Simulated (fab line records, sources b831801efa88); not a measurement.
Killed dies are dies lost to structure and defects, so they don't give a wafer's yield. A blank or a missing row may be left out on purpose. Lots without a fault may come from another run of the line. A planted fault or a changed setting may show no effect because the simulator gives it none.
Which tool did it? | flow sky130 | 11 lots, 33 wafers sampled, at 3 steps of a route of 708

WHAT THE GAUGES READ, wafer by wafer
SKY_LDD_HVN_OVL_MEAS_07.
lot  | measured     | on         | LDD_HVN_OVL (nm)
L993 | day 20 12:40 | overlay-01 | 0.8 -0.3 -1.2
L998 | day 22 08:40 | overlay-01 | - - -
L103 | day 24 01:35 | overlay-01 | 2.4 2.9 0.4
L104 | day 24 08:31 | overlay-01 | 1.1 -0.8 -0.7
L107 | day 25 08:24 | overlay-01 | 1.9 1.3 0.5
L108 | day 25 18:56 | overlay-02 | -0.3 -0.6 0.5
L109 | day 26 00:26 | overlay-02 | -1.5 -1.4 -2.6
L111 | day 26 22:01 | overlay-02 | -2.1 -1.6 -0.4
L112 | day 27 05:58 | overlay-01 | 1.6 2.0 2.0
L114 | day 27 13:25 | overlay-02 | -1.3 -0.2 -1.3
L116 | day 28 08:15 | overlay-02 | -1.6 -1.0 -0.1

WHICH TOOL RAN EACH LOT (tool, then ch and the chambers of the sampled wafers, then the start)
lot  | SKY_LDD_P_STRIP_10                   | SKY_LDD_HVN_EXPOSE_04
L993 | plasma_asher-01 ch 1, day 19 05:46   | iline_stepper-02 ch 0, day 19 21:26
L998 | plasma_asher-03 ch 0,1, day 21 02:08 | iline_stepper-01 ch 0, day 21 17:47
L103 | plasma_asher-02 ch 0,1, day 22 19:13 | iline_stepper-02 ch 0, day 23 10:53
L104 | plasma_asher-03 ch 0, day 23 02:46   | iline_stepper-01 ch 0, day 23 17:31
L107 | plasma_asher-03 ch 0,1, day 24 02:58 | iline_stepper-02 ch 0, day 24 18:02
L108 | plasma_asher-01 ch 0,1, day 24 13:43 | iline_stepper-02 ch 0, day 25 04:04
L109 | plasma_asher-01 ch 0,1, day 24 18:52 | iline_stepper-01 ch 0, day 25 09:39
L111 | plasma_asher-01 ch 0,1, day 25 17:23 | iline_stepper-01 ch 0, day 26 08:11
L112 | plasma_asher-01 ch 0,1, day 26 00:56 | iline_stepper-01 ch 0, day 26 15:17
L114 | plasma_asher-01 ch 0,1, day 26 08:46 | iline_stepper-01 ch 0, day 26 23:05
L116 | plasma_asher-01 ch 0,1, day 27 03:38 | iline_stepper-01 ch 0, day 27 17:34
- SKY_LDD_P_STRIP_10: strips in O2/N2.
- SKY_LDD_HVN_EXPOSE_04: exposes mask HVNTM, target cd 700 nm.

THE ANSWER, worked out from the rows above alone
Rule: what is usual is taken from the lots themselves. Put in order of their means at a reading, lots are off if they are a third of the lots or fewer, leave a main group of 4 or more, and stand apart from it by a gap of 3 or more times the standard deviation of the main group's means; of several such gaps the widest counts. A main group whose means are all the same, to the digits that the tables above print for the reading, isn't used. A lot without any number at a reading at which 4 lots or more have one is off too. The other lots that the step has rows for count as sound.
Off: L998, at SKY_LDD_HVN_OVL_MEAS_07 (LDD_HVN_OVL). Without a number there: L998. The main group: mean -0.1 nm, standard deviation 1.2.
A tool fits if, at a process step before that reading, it ran every lot that is off, and no sound lot after the first of them. The gauges at SKY_LDD_HVN_OVL_MEAS_07 are tried like those tools. None of those tried fits.

WHAT THE SIMULATOR HAD PUT IN
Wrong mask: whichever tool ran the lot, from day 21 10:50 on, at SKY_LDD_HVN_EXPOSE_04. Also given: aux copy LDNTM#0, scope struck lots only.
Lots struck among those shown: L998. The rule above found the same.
